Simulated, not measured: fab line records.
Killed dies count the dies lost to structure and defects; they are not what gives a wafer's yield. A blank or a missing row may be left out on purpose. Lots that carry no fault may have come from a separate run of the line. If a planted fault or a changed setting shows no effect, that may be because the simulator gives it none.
Check of tool commonality + flow gf180mcu + Lots sampled 13, wafers sampled 39

== WHAT PROMPTED THE OPENING ==
1 of 13 lots carry a flag on the reading HV_LDD_CVD_54_THK at GF_HV_LDD_THK_MEAS_55. Fault-free wafers read 10.05 nm, with a standard deviation of 0.15.
Rule: flag the lot when none of its wafers has a number, or when each of its wafers that has one lies beyond 4 standard deviations from that mean. All remaining lots are regarded as sound.

| lot  | measured     | on            | HV_LDD_CVD_54_THK (nm), wafer by wafer | flag    |
|------|--------------|---------------|----------------------------------------|---------|
| L772 | day 12 07:28 | film_metro-03 | 10.04 10.03 10.02                      |         |
| L773 | day 12 15:18 | film_metro-04 | 10.19 10.19 10.11                      |         |
| L774 | day 13 03:31 | film_metro-03 | 10.06 10.24 10.10                      |         |
| L775 | day 13 08:48 | film_metro-03 | 10.17 10.38 10.19                      |         |
| L776 | day 13 19:33 | film_metro-02 | 9.93 9.94 9.86                         |         |
| L777 | day 14 01:46 | film_metro-02 | 9.76 10.00 9.88                        |         |
| L778 | day 14 12:15 | film_metro-03 | 10.15 9.80 10.14                       |         |
| L779 | day 14 23:07 | film_metro-03 | 9.99 10.02 10.10                       |         |
| L786 | day 17 06:36 | film_metro-02 | 4.49 4.39 4.34                         | FLAGGED |
| L790 | day 18 13:16 | film_metro-04 | 9.89 9.84 9.89                         |         |
| L791 | day 18 22:02 | film_metro-02 | 9.91 10.00 10.02                       |         |
| L793 | day 19 19:13 | film_metro-02 | 10.31 10.20 10.18                      |         |
| L795 | day 20 04:12 | film_metro-03 | 9.97 10.00 10.03                       |         |
On average the flagged lots' numbers are 4.41 nm, which is -5.64 nm against the usual, or -38 standard deviations.

== EACH LOT AND THE TOOL IT RAN ON ==
The record holds 1 process step before the reading, out of a route of 602 steps. Every cell lists first the tool, next ch and the chambers used by the sampled wafers, and last the start.
| lot  | flag    | GF_HV_LDD_CVD_54            |
|------|---------|-----------------------------|
| L772 |         | lpcvd-01 ch 1, day 12 06:27 |
| L773 |         | lpcvd-02 ch 0, day 12 14:17 |
| L774 |         | lpcvd-01 ch 0, day 13 01:59 |
| L775 |         | lpcvd-01 ch 0, day 13 07:47 |
| L776 |         | lpcvd-01 ch 1, day 13 18:32 |
| L777 |         | lpcvd-02 ch 0, day 14 00:44 |
| L778 |         | lpcvd-02 ch 1, day 14 11:14 |
| L779 |         | lpcvd-01 ch 1, day 14 21:34 |
| L786 | FLAGGED | lpcvd-02 ch 0, day 17 05:35 |
| L790 |         | lpcvd-01 ch 0, day 18 11:44 |
| L791 |         | lpcvd-01 ch 0, day 18 20:29 |
| L793 |         | lpcvd-01 ch 1, day 19 18:12 |
| L795 |         | lpcvd-01 ch 0, day 20 03:11 |
What the steps here do:
- GF_HV_LDD_CVD_54: deposits SiO2 from TEOS, target thk 10 nm, time 75 s.
- GF_HV_LDD_THK_MEAS_55

== FLAGGED OVER TOTAL, TOOL BY TOOL (the gauges that took the reading come last) ==
| step                  | tool          | lots run | flagged | share of the flagged lots | sound lots run after its first flagged lot |
|-----------------------|---------------|----------|---------|---------------------------|--------------------------------------------|
| GF_HV_LDD_CVD_54      | lpcvd-01      | 9        | 0       | none                      | -                                          |
| GF_HV_LDD_CVD_54      | lpcvd-02      | 4        | 1       | all                       | 0                                          |
| GF_HV_LDD_THK_MEAS_55 | film_metro-02 | 5        | 1       | all                       | 2 (L791,L793)                              |
| GF_HV_LDD_THK_MEAS_55 | film_metro-03 | 6        | 0       | none                      | -                                          |
| GF_HV_LDD_THK_MEAS_55 | film_metro-04 | 2        | 0       | none                      | -                                          |

== WHAT THE TABLE ALLOWS ==
Rows of the table that ran all the flagged lots, 2 in number: lpcvd-02 at GF_HV_LDD_CVD_54; film_metro-02 at GF_HV_LDD_THK_MEAS_55.
- lpcvd-02 at GF_HV_LDD_CVD_54 ran 4 lots, 1 of them flagged. Its last sound lot is L778 (day 14 11:14), its first flagged lot L786 (day 17 05:35): a fault that began between those two fits.
- film_metro-02 at GF_HV_LDD_THK_MEAS_55 ran 5 lots, 1 of them flagged. Sound lots ran on it after the first flagged one (L791, L793), which a lasting fault on the whole tool wouldn't allow.
One tool is left: lpcvd-02 at GF_HV_LDD_CVD_54.

== WHAT WAS PUT IN BY THE SIMULATOR ==
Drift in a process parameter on lpcvd-02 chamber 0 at GF_HV_LDD_CVD_54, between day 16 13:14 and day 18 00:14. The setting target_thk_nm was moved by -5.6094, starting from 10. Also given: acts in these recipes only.
Shown lots that were struck: L786. The rule given above showed the same thing.
